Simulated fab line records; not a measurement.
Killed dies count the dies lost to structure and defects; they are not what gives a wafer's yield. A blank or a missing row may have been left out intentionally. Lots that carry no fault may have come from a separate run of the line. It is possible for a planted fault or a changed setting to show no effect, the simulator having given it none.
Which of the tools did it? | flow gf180mcu | 11 lots with 33 wafers sampled at 3 steps, on a route of 602 steps

== WHAT THE GAUGES SHOWED, per wafer ==
GF_V5_CD_MEAS_14: target cd 260 nm.
lot  | measured     | on        | cd-nm (nm)
L263 | day 27 02:52 | cd-sem-02 | 258.9 260.1 258.9
L264 | day 27 09:56 | cd-sem-01 | 257.6 257.2 259.1
L265 | day 27 22:16 | cd-sem-02 | 261.1 260.2 261.3
L266 | day 28 01:12 | cd-sem-01 | 261.2 262.5 263.4
L267 | day 28 11:28 | cd-sem-01 | 261.8 261.0 260.4
L268 | day 28 21:02 | cd-sem-02 | 260.4 259.9 259.3
L269 | day 28 23:50 | cd-sem-02 | 260.3 260.5 261.0
L277 | day 31 16:20 | cd-sem-02 | 258.5 260.0 259.7
L278 | day 31 11:05 | cd-sem-02 | 261.7 260.0 259.1
L279 | day 31 20:47 | cd-sem-01 | 262.9 261.5 261.2
L285 | day 33 11:17 | cd-sem-02 | 261.1 260.7 259.7

== EACH LOT AND THE TOOL THAT RAN IT (in order: tool; ch and the chambers of the sampled wafers; start) ==
lot  | GF_DUAL_GATE_OXIDATION_02     | GF_MIM_SPUTTER_04
L263 | furnace-02 ch 0, day 7 14:22  | pvd-sputter-04, day 24 10:02
L264 | furnace-01 ch 0, day 7 22:31  | pvd-sputter-04, day 24 17:10
L265 | furnace-02 ch 0, day 8 05:02  | pvd-sputter-04, day 25 05:14
L266 | furnace-01 ch 0, day 8 07:09  | pvd-sputter-04, day 25 09:20
L267 | furnace-02 ch 0, day 8 19:19  | pvd-sputter-02, day 25 20:46
L268 | furnace-02 ch 0, day 8 23:31  | pvd-sputter-03, day 26 07:13
L269 | furnace-02 ch 0, day 9 05:02  | pvd-sputter-03, day 26 10:59
L277 | furnace-01 ch 0, day 11 16:52 | pvd-sputter-03, day 29 08:07
L278 | furnace-01 ch 0, day 11 18:19 | pvd-sputter-03, day 29 02:40
L279 | furnace-02 ch 0, day 12 01:23 | pvd-sputter-04, day 29 13:01
L285 | furnace-02 ch 0, day 14 01:13 | pvd-sputter-04, day 31 08:26
- GF_DUAL_GATE_OXIDATION_02: stabilise 600 s, purge 300 s, target thk 10.887 nm.
- GF_MIM_SPUTTER_04: material TiN, target thk 50 nm, time 41.7 s.

== THE ANSWER, worked out from the rows above alone ==
Rule: the usual values come from the lots themselves. Put in order of their means at a reading, lots are off if they are a third of the lots or fewer, leave a main group of 4 or more, and stand apart from it by a gap of 3 or more times the standard deviation of the main group's means; of several such gaps the widest counts. The tables above print the reading to a certain number of digits; a main group whose means all agree to those digits is not used. Also off: a lot with no number at a reading for which 4 or more lots have one. The other lots that the step has rows for count as sound.
No lot is off on any of the readings shown, so nothing can be concluded from this.

== WHAT THE SIMULATOR HAD PUT IN ==
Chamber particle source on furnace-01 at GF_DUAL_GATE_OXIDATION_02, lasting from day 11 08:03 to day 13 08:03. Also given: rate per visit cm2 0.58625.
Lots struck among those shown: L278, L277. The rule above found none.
